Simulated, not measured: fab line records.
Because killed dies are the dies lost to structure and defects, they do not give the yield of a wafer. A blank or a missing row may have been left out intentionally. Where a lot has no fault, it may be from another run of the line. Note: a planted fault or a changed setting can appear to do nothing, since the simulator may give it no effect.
Which tool is to blame? :: flow sfq-line :: 42 wafers sampled from 14 lots at 1 step of a route of 325

## WHAT THE GAUGES READ, wafer by wafer
No reading from a measuring or inspecting step in the record can be judged against a usual standard deviation.

## TOOL THAT RAN EACH LOT (tool first, then ch and the chambers of the sampled wafers, then the start)
lot: L595
SFQ_TRILAYER_I6_VIA_BARC_OPEN_VIA_ETCH_235: rie-diel-03 ch 1,3, day 76 11:47

lot: L596
SFQ_TRILAYER_I6_VIA_BARC_OPEN_VIA_ETCH_235: rie-diel-02 ch 0,1, day 76 17:47

lot: L597
SFQ_TRILAYER_I6_VIA_BARC_OPEN_VIA_ETCH_235: rie-diel-04 ch 0,1,3, day 76 21:23

lot: L598
SFQ_TRILAYER_I6_VIA_BARC_OPEN_VIA_ETCH_235: rie-diel-03 ch 1,2,3, day 77 00:59

lot: L599
SFQ_TRILAYER_I6_VIA_BARC_OPEN_VIA_ETCH_235: rie-diel-03 ch 1,2,3, day 78 23:55

lot: L601
SFQ_TRILAYER_I6_VIA_BARC_OPEN_VIA_ETCH_235: rie-diel-03 ch 1,2, day 79 07:05

lot: L605
SFQ_TRILAYER_I6_VIA_BARC_OPEN_VIA_ETCH_235: rie-diel-02 ch 0,2,3, day 79 15:17

lot: L607
SFQ_TRILAYER_I6_VIA_BARC_OPEN_VIA_ETCH_235: rie-diel-03 ch 0,1,3, day 79 18:26

lot: L608
SFQ_TRILAYER_I6_VIA_BARC_OPEN_VIA_ETCH_235: rie-diel-02 ch 0,2,3, day 79 19:38

lot: L612
SFQ_TRILAYER_I6_VIA_BARC_OPEN_VIA_ETCH_235: rie-diel-04 ch 0,1,2, day 80 02:50

lot: L613
SFQ_TRILAYER_I6_VIA_BARC_OPEN_VIA_ETCH_235: rie-diel-02 ch 1,2,3, day 82 23:33

lot: L614
SFQ_TRILAYER_I6_VIA_BARC_OPEN_VIA_ETCH_235: rie-diel-02 ch 0,2,3, day 83 03:09

lot: L616
SFQ_TRILAYER_I6_VIA_BARC_OPEN_VIA_ETCH_235: rie-diel-03 ch 0,2,3, day 83 14:22

lot: L617
SFQ_TRILAYER_I6_VIA_BARC_OPEN_VIA_ETCH_235: rie-diel-02 ch 0,1,3, day 83 19:10
- SFQ_TRILAYER_I6_VIA_BARC_OPEN_VIA_ETCH_235: etches BARC in O2, target depth 125 nm, time 41.7 s.

## WHAT THE TOOLS THEMSELVES READ (means of the sampled wafers that have a number; where no wafer has one, the mark that the record gives instead)
SFQ_TRILAYER_I6_VIA_BARC_OPEN_VIA_ETCH_235.
lot: L595
tool: rie-diel-03
drypump-motor-current-A (A): 5.2
oes-product-au (a.u.): 0.685
run-length-s (s): 70.4

lot: L596
tool: rie-diel-02
drypump-motor-current-A (A): 6.1
oes-product-au (a.u.): 0.688
run-length-s (s): 69.9

lot: L597
tool: rie-diel-04
drypump-motor-current-A (A): 5.9
oes-product-au (a.u.): 0.688
run-length-s (s): 70.1

lot: L598
tool: rie-diel-03
drypump-motor-current-A (A): 5.6
oes-product-au (a.u.): 0.686
run-length-s (s): 70.4

lot: L599
tool: rie-diel-03
drypump-motor-current-A (A): 5.6
oes-product-au (a.u.): 0.687
run-length-s (s): 70.5

lot: L601
tool: rie-diel-03
drypump-motor-current-A (A): 6.1
oes-product-au (a.u.): 0.684
run-length-s (s): 70.0

lot: L605
tool: rie-diel-02
drypump-motor-current-A (A): 6.0
oes-product-au (a.u.): 0.704
run-length-s (s): 68.5

lot: L607
tool: rie-diel-03
drypump-motor-current-A (A): 5.4
oes-product-au (a.u.): 0.687
run-length-s (s): 70.6

lot: L608
tool: rie-diel-02
drypump-motor-current-A (A): 6.0
oes-product-au (a.u.): 0.698
run-length-s (s): 68.9

lot: L612
tool: rie-diel-04
drypump-motor-current-A (A): 5.6
oes-product-au (a.u.): 0.682
run-length-s (s): 70.1

lot: L613
tool: rie-diel-02
drypump-motor-current-A (A): 5.8
oes-product-au (a.u.): 0.687
run-length-s (s): 70.0

lot: L614
tool: rie-diel-02
drypump-motor-current-A (A): 6.0
oes-product-au (a.u.): 0.686
run-length-s (s): 70.1

lot: L616
tool: rie-diel-03
drypump-motor-current-A (A): 5.6
oes-product-au (a.u.): 0.682
run-length-s (s): 70.3

lot: L617
tool: rie-diel-02
drypump-motor-current-A (A): 6.1
oes-product-au (a.u.): 0.684
run-length-s (s): 70.0

## THE ANSWER, worked out from the rows above alone
Rule: the usual values come from the lots themselves. Put in order of their means at a reading, lots are off if they are a third of the lots or fewer, leave a main group of 4 or more, and stand apart from it by a gap of 3 or more times the standard deviation of the main group's means; of several such gaps the widest counts. A main group is skipped when, at the precision printed for the reading in the tables above, its means are all equal. A lot without any number at a reading at which 4 lots or more have one is off too. Any other lot the step has rows for is counted as sound. Order of review: gauges by route order, followed by the tools' own readings, for which a lot's mean as printed above is used. The first step at which some lot is off is used, and at that step the reading that is off furthest; a lot without a number counts as furthest.
Off: L605, L608 (SFQ_TRILAYER_I6_VIA_BARC_OPEN_VIA_ETCH_235, oes-product-au). For the main group the mean is 0.685 a.u. and the standard deviation 0.002.
If a tool, at that step or one of the process steps before it, ran each lot that is off and ran no sound lot following the first of them, it fits. No candidate that was tried fits.

## WHAT THE SIMULATOR HAD INSERTED
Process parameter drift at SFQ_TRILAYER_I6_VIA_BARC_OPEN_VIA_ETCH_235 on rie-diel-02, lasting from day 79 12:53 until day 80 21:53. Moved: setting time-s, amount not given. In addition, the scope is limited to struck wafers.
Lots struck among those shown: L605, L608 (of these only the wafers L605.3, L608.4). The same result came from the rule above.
